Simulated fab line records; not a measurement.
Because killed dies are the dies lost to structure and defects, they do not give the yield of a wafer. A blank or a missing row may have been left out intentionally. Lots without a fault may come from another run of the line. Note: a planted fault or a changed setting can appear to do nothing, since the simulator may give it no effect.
Tool commonality check :: flow gf180mcu :: Lots sampled 10, wafers sampled 30

## REASON IT WAS OPENED
3 of 10 lots carry a flag on the reading MIM_ALCU_RS at GF_MIM_RS_MEAS_10. Fault-free wafers read 0.1601 ohm/sq, with a standard deviation of 0.0019.
Rule: a lot gets a flag if all its wafers with a number sit over 4 standard deviations from that mean, or if no wafer of it has a number. The rest of the lots are taken to be sound.

lot: L513
measured: day 25 05:23
on: film-metro-01
MIM_ALCU_RS (ohm/sq), wafer by wafer: 0.1582 0.1595 0.1566
flag: 

lot: L515
measured: day 25 15:47
on: film-metro-02
MIM_ALCU_RS (ohm/sq), wafer by wafer: 0.1581 0.1582 0.1581
flag: 

lot: L516
measured: day 26 05:40
on: film-metro-03
MIM_ALCU_RS (ohm/sq), wafer by wafer: 0.1606 0.1589 0.1608
flag: 

lot: L518
measured: day 27 04:42
on: film-metro-02
MIM_ALCU_RS (ohm/sq), wafer by wafer: 9.5423 9.5385 9.5040
flag: FLAGGED

lot: L519
measured: day 28 00:40
on: film-metro-02
MIM_ALCU_RS (ohm/sq), wafer by wafer: 9.3158 9.3725 9.4481
flag: FLAGGED

lot: L521
measured: day 28 05:23
on: film-metro-02
MIM_ALCU_RS (ohm/sq), wafer by wafer: 9.3610 9.3546 9.5784
flag: FLAGGED

lot: L524
measured: day 29 03:40
on: film-metro-02
MIM_ALCU_RS (ohm/sq), wafer by wafer: 0.1615 0.1615 0.1614
flag: 

lot: L527
measured: day 29 16:37
on: film-metro-03
MIM_ALCU_RS (ohm/sq), wafer by wafer: 0.1619 0.1586 0.1590
flag: 

lot: L532
measured: day 31 04:03
on: film-metro-03
MIM_ALCU_RS (ohm/sq), wafer by wafer: 0.1624 0.1618 0.1602
flag: 

lot: L533
measured: day 31 22:54
on: film-metro-02
MIM_ALCU_RS (ohm/sq), wafer by wafer: 0.1618 0.1636 0.1623
flag: 
Flagged lots average 9.4461 ohm/sq: +9.2860 ohm/sq relative to the usual, that is +99 or more standard deviations.

## EACH LOT AND THE TOOL IT RAN ON
3 process steps preceding the reading are held in the record, out of 602 steps in the route. Each cell gives the tool, then ch followed by the chambers the sampled wafers passed through, then the start.
lot: L513
flag: 
GF_V3_ETCH_17: rie-diel-01 ch 0,2,3, day 24 04:08 or earlier
GF_MIM_SPUTTER_00: pvd-sputter-04, day 25 04:59
GF_MIM_SPUTTER_08: pvd-sputter-01, day 25 05:20

lot: L515
flag: 
GF_V3_ETCH_17: rie-diel-03 ch 1,2,3, day 24 15:31 or earlier
GF_MIM_SPUTTER_00: pvd-sputter-04, day 25 15:20
GF_MIM_SPUTTER_08: pvd-sputter-01, day 25 15:42

lot: L516
flag: 
GF_V3_ETCH_17: rie-diel-03 ch 1,2,3, day 25 05:18 or earlier
GF_MIM_SPUTTER_00: pvd-sputter-01, day 26 05:14
GF_MIM_SPUTTER_08: pvd-sputter-02, day 26 05:36

lot: L518
flag: FLAGGED
GF_V3_ETCH_17: rie-diel-03 ch 1,2,3, day 26 05:30 or earlier
GF_MIM_SPUTTER_00: pvd-sputter-01, day 27 04:17
GF_MIM_SPUTTER_08: pvd-sputter-01, day 27 04:38

lot: L519
flag: FLAGGED
GF_V3_ETCH_17: rie-diel-03 ch 0,1, day 27 00:46 or earlier
GF_MIM_SPUTTER_00: pvd-sputter-02, day 28 00:14
GF_MIM_SPUTTER_08: pvd-sputter-01, day 28 00:35

lot: L521
flag: FLAGGED
GF_V3_ETCH_17: rie-diel-04 ch 0,1, day 27 05:43 or earlier
GF_MIM_SPUTTER_00: pvd-sputter-02, day 28 04:56
GF_MIM_SPUTTER_08: pvd-sputter-01, day 28 05:18

lot: L524
flag: 
GF_V3_ETCH_17: rie-diel-01 ch 1,2,3, day 28 04:43 or earlier
GF_MIM_SPUTTER_00: pvd-sputter-01, day 29 03:14
GF_MIM_SPUTTER_08: pvd-sputter-02, day 29 03:35

lot: L527
flag: 
GF_V3_ETCH_17: rie-diel-03 ch 0,1,3, day 28 18:20 or earlier
GF_MIM_SPUTTER_00: pvd-sputter-02, day 29 16:11
GF_MIM_SPUTTER_08: pvd-sputter-01, day 29 16:34

lot: L532
flag: 
GF_V3_ETCH_17: rie-diel-04 ch 1,2,3, day 30 06:58 or earlier
GF_MIM_SPUTTER_00: pvd-sputter-04, day 31 03:36
GF_MIM_SPUTTER_08: pvd-sputter-01, day 31 03:58

lot: L533
flag: 
GF_V3_ETCH_17: rie-diel-03 ch 0,3, day 31 02:17 or earlier
GF_MIM_SPUTTER_00: pvd-sputter-02, day 31 22:29
GF_MIM_SPUTTER_08: pvd-sputter-01, day 31 22:51
What these steps do:
- GF_V3_ETCH_17: etches SiO2 in C4F8/O2/Ar, stops on TiN, target depth 635 nm.
- GF_MIM_SPUTTER_00: material Ti, target thk 37.5 nm, time 150 s.
- GF_MIM_SPUTTER_08: material AlCu, target thk 200 nm, time 10.6 s.
- GF_MIM_RS_MEAS_10: measures by four-point-probe.

## FLAGGED AGAINST TOTAL, ONE TOOL AT A TIME (gauges that did the reading follow at the end)
step: GF_V3_ETCH_17
tool: rie-diel-01
lots run: 2
flagged: 0
share of the flagged lots: none
sound lots run after its first flagged lot: -

step: GF_V3_ETCH_17
tool: rie-diel-03
lots run: 6
flagged: 2
share of the flagged lots: some
sound lots run after its first flagged lot: 2 (L527,L533)

step: GF_V3_ETCH_17
tool: rie-diel-04
lots run: 2
flagged: 1
share of the flagged lots: some
sound lots run after its first flagged lot: 1 (L532)

step: GF_MIM_SPUTTER_00
tool: pvd-sputter-01
lots run: 3
flagged: 1
share of the flagged lots: some
sound lots run after its first flagged lot: 1 (L524)

step: GF_MIM_SPUTTER_00
tool: pvd-sputter-02
lots run: 4
flagged: 2
share of the flagged lots: some
sound lots run after its first flagged lot: 2 (L527,L533)

step: GF_MIM_SPUTTER_00
tool: pvd-sputter-04
lots run: 3
flagged: 0
share of the flagged lots: none
sound lots run after its first flagged lot: -

step: GF_MIM_SPUTTER_08
tool: pvd-sputter-01
lots run: 8
flagged: 3
share of the flagged lots: all
sound lots run after its first flagged lot: 3 (L527,L532,L533)

step: GF_MIM_SPUTTER_08
tool: pvd-sputter-02
lots run: 2
flagged: 0
share of the flagged lots: none
sound lots run after its first flagged lot: -

step: GF_MIM_RS_MEAS_10
tool: film-metro-01
lots run: 1
flagged: 0
share of the flagged lots: none
sound lots run after its first flagged lot: -

step: GF_MIM_RS_MEAS_10
tool: film-metro-02
lots run: 6
flagged: 3
share of the flagged lots: all
sound lots run after its first flagged lot: 2 (L524,L533)

step: GF_MIM_RS_MEAS_10
tool: film-metro-03
lots run: 3
flagged: 0
share of the flagged lots: none
sound lots run after its first flagged lot: -
GF_V3_ETCH_17: start missing for some lots; hours and lot order therefore follow GF_M4_CD_MEAS_14.

## WHAT THE TABLE PERMITS
2 rows of the table ran every flagged lot: pvd-sputter-01 at GF_MIM_SPUTTER_08, film-metro-02 at GF_MIM_RS_MEAS_10.
- pvd-sputter-01 at GF_MIM_SPUTTER_08 ran 8 lots, 3 of them flagged. Lots that were sound ran on it after the first flagged one (L527, L532, L533); a persistent fault on the entire tool would not allow that. On the flagged lots its readings are blank where sound lots have values: cathode-dc-power-W, chamber-pressure-pa, throttle-valve-pct.
- film-metro-02 at GF_MIM_RS_MEAS_10 ran 6 lots, 3 of them flagged. Lots that were sound ran on it after the first flagged one (L524, L533); a persistent fault on the entire tool would not allow that.
None of the table's rows ran every flagged lot and, after the first, no sound lot.

## WHAT THE SIMULATOR PUT IN
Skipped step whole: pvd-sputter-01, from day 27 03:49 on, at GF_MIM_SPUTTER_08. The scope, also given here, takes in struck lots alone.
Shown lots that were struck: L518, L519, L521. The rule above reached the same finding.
